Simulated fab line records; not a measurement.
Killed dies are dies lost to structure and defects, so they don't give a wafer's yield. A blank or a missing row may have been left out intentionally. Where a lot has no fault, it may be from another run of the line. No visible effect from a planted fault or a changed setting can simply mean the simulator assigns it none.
Which tool was responsible? + flow sky130 + 12 lots with 36 wafers sampled at 2 steps, on a route of 708 steps

WHAT EACH GAUGE READ, for each wafer
SKY_VIA3_OVL_MEAS_13.
| lot  | measured     | on         | VIA3_OVL (nm) |
|------|--------------|------------|---------------|
| L075 | day 40 04:50 | overlay-02 | 3 0 6         |
| L077 | day 40 22:47 | overlay-01 | 7 9 3         |
| L079 | day 41 08:41 | overlay-02 | -3 -3 10      |
| L081 | day 42 03:06 | overlay-02 | 4 -8 1        |
| L083 | day 42 08:40 | overlay-01 | 7 7 12        |
| L085 | day 43 02:32 | overlay-02 | -13 2 3       |
| L087 | day 43 20:02 | overlay-02 | 2 -5 11       |
| L089 | day 44 05:08 | overlay-01 | 7 16 3        |
| L091 | day 44 18:14 | overlay-02 | -5 -6 6       |
| L093 | day 45 07:51 | overlay-02 | -5 -15 -9     |
| L095 | day 45 15:06 | overlay-01 | 7 -5 7        |
| L097 | day 46 05:59 | overlay-01 | 2 1 2         |

WHICH TOOL RAN EACH LOT (tool, then ch and the chambers of the sampled wafers, then the start)
| lot  | SKY_METAL3_ETCH_16               |
|------|----------------------------------|
| L075 | rieMetal-02 ch 0,1, day 39 01:53 |
| L077 | rieMetal-02 ch 0,1, day 39 21:08 |
| L079 | rieMetal-01 ch 0,1, day 40 07:05 |
| L081 | rieMetal-03 ch 0,1, day 41 01:11 |
| L083 | rieMetal-02 ch 0,1, day 41 06:59 |
| L085 | rieMetal-01 ch 0,1, day 42 02:15 |
| L087 | rieMetal-01 ch 0,1, day 42 19:05 |
| L089 | rieMetal-01 ch 0,1, day 43 05:11 |
| L091 | rieMetal-01 ch 0,1, day 43 18:41 |
| L093 | rieMetal-03 ch 0,1, day 44 08:08 |
| L095 | rieMetal-02 ch 0,1, day 44 15:32 |
| L097 | rieMetal-01 ch 0,1, day 45 06:02 |
- SKY_METAL3_ETCH_16: etches BARC in N2/H2, stops on SiO2, time 88.2 s, target depth 60 nm.

THE ANSWER, worked out from the rows above alone
Rule: the usual values come from the lots themselves. The widest of any qualifying gaps counts: lots, ordered by their means at a reading, are off when they make up no more than a third of the lots, leave a main group of 4 or more, and stand apart from it by 3 or more times the standard deviation of that group's means. If all means in a main group match to the digits the tables above print for the reading, that group is not used. A lot without any number at a reading at which 4 lots or more have one is off too. Any other lot the step has rows for is counted as sound.
No lot is off at any reading shown: from this, nothing can be told.

WHAT HAD BEEN PUT IN BY THE SIMULATOR
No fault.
